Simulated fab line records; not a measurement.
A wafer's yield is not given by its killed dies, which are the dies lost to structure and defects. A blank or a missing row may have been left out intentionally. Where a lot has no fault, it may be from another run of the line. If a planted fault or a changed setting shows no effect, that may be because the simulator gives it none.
Which tool is to blame?	flow sky130	36 wafers from 12 lots sampled at 4 of the route's 708 steps

## WHAT THE GAUGES SHOWED, per wafer
SKY_PAD_OPEN_BOW_MEAS_13. Usual: PAD_OPEN_BOW gives 49 um (standard deviation 8.1).
lot	measured	on	PAD_OPEN_BOW (um)	flag
L922	day 46 07:11	film metro-04	41 34 52	
L923	day 46 08:30	film metro-03	50 49 44	
L924	day 46 15:35	film metro-04	50 52 37	
L925	day 46 17:13	film metro-01	48 57 57	
L926	day 47 09:28	film metro-03	35 42 42	
L930	day 48 01:54	film metro-04	43 43 41	
L931	day 48 11:22	film metro-03	55 67 62	
L932	day 48 11:50	film metro-01	55 47 41	
L933	day 49 03:03	film metro-03	49 66 59	
L935	day 49 20:22	film metro-04	46 51 40	
L943	day 50 20:53	film metro-03	49 57 50	
L945	day 51 01:20	film metro-04	50 45 51	

## EACH LOT AND THE TOOL THAT RAN IT (in order: tool; ch and the chambers of the sampled wafers; start)
lot	SKY_METAL2_ETCH_18	SKY_METAL5_SPUTTER_03	SKY_METAL5_METAL_ETCH_15
L922	rie metal-02 ch 0, day 35 21:58	pvd sputter-01, day 43 10:17	rie metal-03 ch 0,1, day 44 08:15
L923	rie metal-01 ch 0,1, day 35 22:14	pvd sputter-04, day 43 11:56	rie metal-03 ch 0, day 44 09:55
L924	rie metal-01 ch 1, day 36 08:22	pvd sputter-04, day 43 19:52	rie metal-02 ch 0,1, day 44 17:33
L925	rie metal-04 ch 0,1, day 36 11:37	pvd sputter-02, day 43 21:22	rie metal-04 ch 0,1, day 44 19:13
L926	rie metal-04 ch 0,1, day 37 01:32	pvd sputter-04, day 44 14:24	rie metal-04 ch 0,1, day 45 12:34
L930	rie metal-02 ch 0,1, day 37 23:28	pvd sputter-02, day 45 10:17	rie metal-04 ch 0,1, day 46 07:13
L931	rie metal-04 ch 0,1, day 38 14:52	pvd sputter-04, day 45 19:39	rie metal-04 ch 0,1, day 46 16:28
L932	rie metal-01 ch 0,1, day 38 15:43	pvd sputter-01, day 45 20:26	rie metal-02 ch 0,1, day 46 16:46
L933	rie metal-02 ch 0,1, day 39 06:52	pvd sputter-02, day 46 13:13	rie metal-03 ch 0,1, day 47 09:49
L935	rie metal-01 ch 1, day 40 06:40	pvd sputter-01, day 47 08:55	rie metal-02 ch 0,1, day 48 04:31
L943	rie metal-02 ch 0,1, day 41 21:46	pvd sputter-02, day 48 12:57	rie metal-03 ch 0,1, day 49 07:40
L945	rie metal-01 ch 1, day 42 04:41	pvd sputter-04, day 48 19:19	rie metal-03 ch 1, day 49 13:05
- SKY_METAL2_ETCH_18: etches BARC in N2/H2, stops on SiO2, time 45.9 s, target depth 60 nm.
- SKY_METAL5_SPUTTER_03: material Ti, target thk 5 nm, time 3.3 s.
- SKY_METAL5_METAL_ETCH_15: etches the open film in Cl2/BCl3, stops on SiO2, target depth 1260 nm, time 252 s.

## WHAT THE TOOLS THEMSELVES READ (means of the sampled wafers that have a number; where no wafer has one, the mark that the record gives instead)
SKY_METAL2_ETCH_18. Usual: drypump motor current A 5.4 A, standard deviation 0.32; n2 flow sccm 100.0 sccm, standard deviation 0.3; oes product au 0.855 a.u., standard deviation 0.0052; throttle valve pct 13.225 %, standard deviation 0.0094.
lot	tool	drypump motor current A (A)	n2 flow sccm (sccm)	oes product au (a.u.)	throttle valve pct (%)	flag
L922	rie metal-02	5.2	100.2	0.853	13.223	
L923	rie metal-01	5.8	100.2	0.858	13.225	
L924	rie metal-01	5.4	100.2	0.857	13.230	
L925	rie metal-04	5.6	99.8	0.852	13.224	
L926	rie metal-04	5.3	100.5	0.854	13.221	
L930	rie metal-02	5.2	99.9	0.855	13.223	
L931	rie metal-04	5.5	100.2	0.856	13.229	
L932	rie metal-01	5.6	99.8	0.857	13.225	
L933	rie metal-02	5.3	100.0	0.856	13.244	
L935	rie metal-01	5.4	99.9	0.857	13.225	
L943	rie metal-02	5.2	100.0	0.851	13.229	
L945	rie metal-01	5.4	100.0	0.853	13.222	

SKY_METAL5_SPUTTER_03. Usual: 30.2 % for throttle valve pct, sd 1.1.
lot	tool	throttle valve pct (%)	flag
L922	pvd sputter-01	29.6	
L923	pvd sputter-04	29.7	
L924	pvd sputter-04	30.0	
L925	pvd sputter-02	30.8	
L926	pvd sputter-04	30.8	
L930	pvd sputter-02	29.6	
L931	pvd sputter-04	30.4	
L932	pvd sputter-01	30.0	
L933	pvd sputter-02	30.7	
L935	pvd sputter-01	30.7	
L943	pvd sputter-02	30.8	
L945	pvd sputter-04	29.6	

SKY_METAL5_METAL_ETCH_15. Usual: drypump motor current A 5.7 A, standard deviation 0.51; oes product au 0.893 a.u., standard deviation 0.0051; throttle valve pct 22.264 %, standard deviation 0.008.
lot	tool	drypump motor current A (A)	oes product au (a.u.)	throttle valve pct (%)	flag
L922	rie metal-03	5.9	0.896	22.261	
L923	rie metal-03	6.4	0.893	22.259	
L924	rie metal-02	5.3	0.897	22.256	
L925	rie metal-04	5.5	0.896	22.264	
L926	rie metal-04	5.2	0.893	22.258	
L930	rie metal-04	5.2	0.893	22.260	
L931	rie metal-04	5.2	0.895	22.262	
L932	rie metal-02	5.2	0.896	22.257	
L933	rie metal-03	6.2	0.894	22.271	
L935	rie metal-02	5.2	0.896	22.256	
L943	rie metal-03	6.2	0.896	22.263	
L945	rie metal-03	5.7	0.893	22.261	

## THE ANSWER, worked out from the rows above alone
Rule: lot off if the mean of its wafers having a number is beyond 3 standard deviations from the usual mean. Also off: a lot with no number at a reading for which 4 or more lots have one. Where the step has rows for the other lots, those lots are counted as sound. The gauges are gone through in route order, then the tools' own readings, and for those a lot's mean is taken as printed above. The first step at which some lot is off is used, and at that step the reading that is off furthest; a lot without a number counts as furthest.
No lot is off on any of the readings shown, so nothing can be concluded from this.

## WHAT WAS PUT IN BY THE SIMULATOR
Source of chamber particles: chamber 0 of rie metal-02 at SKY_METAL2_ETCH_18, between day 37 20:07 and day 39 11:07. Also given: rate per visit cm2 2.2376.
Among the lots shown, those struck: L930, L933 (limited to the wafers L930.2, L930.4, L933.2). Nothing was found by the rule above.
